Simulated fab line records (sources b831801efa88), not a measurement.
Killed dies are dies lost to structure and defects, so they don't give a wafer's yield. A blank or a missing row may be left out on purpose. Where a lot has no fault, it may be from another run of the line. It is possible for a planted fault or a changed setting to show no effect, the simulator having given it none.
Chamber matching | flow gf180mcu | GF_V3_CMP_26 on cmp-02: 4 sister chambers
The step polishes, stops on SiO2, t overpolish 15 s, target thk 0 nm. 4 wafers are shown with their chamber, then 10 later ones without.

## WAFERS WITH THEIR CHAMBER
wafer  | chamber | motorCurrentA (A)
L090.4 | 0       | 9.7
L090.6 | 1       | 10.2
L091.1 | 3       | 9.8
L091.5 | 2       | 11.4

## WAFERS WITHOUT THEIR CHAMBER
wafer  | motorCurrentA (A)
L091.6 | 11.2
L092.3 | 9.0
L092.4 | 11.6
L092.5 | 9.4
L095.1 | 11.0
L095.5 | 10.2
L095.6 | 11.2
L097.1 | 9.3
L097.3 | 11.1
L097.5 | 11.7

## CHAMBER TAKEN BY EACH
wafer  | from the rows above          | in truth
L091.6 | 2                            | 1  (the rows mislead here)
L092.3 | can't be placed: 0 or 3 or 1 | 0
L092.4 | 2                            | 2
L092.5 | can't be placed: 0 or 3 or 1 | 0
L095.1 | can't be placed: 2 or 1      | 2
L095.5 | can't be placed: 1 or 3 or 0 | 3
L095.6 | 2                            | 2
L097.1 | can't be placed: 0 or 3 or 1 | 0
L097.3 | can't be placed: 2 or 1      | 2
L097.5 | 2                            | 2
Placed correctly: 3 of 10. Unplaceable from these rows: 6, with the true chamber sitting among the candidates in 6. Number placed wrongly: 1.
How it was worked out, from the rows above alone: a wafer's distance from a chamber is the root of the sum, over the readings, of the square of ((its reading less the chamber's mean) divided by the reading's scatter). If the next closest chamber is less than 2 further off than the closest, the wafer can't be placed; otherwise it belongs to the closest. A chamber's mean is the mean of its shown wafers. The scatter: with one shown wafer a chamber, the root of the mean of the squares of how far each hidden wafer lies from its nearest shown one.
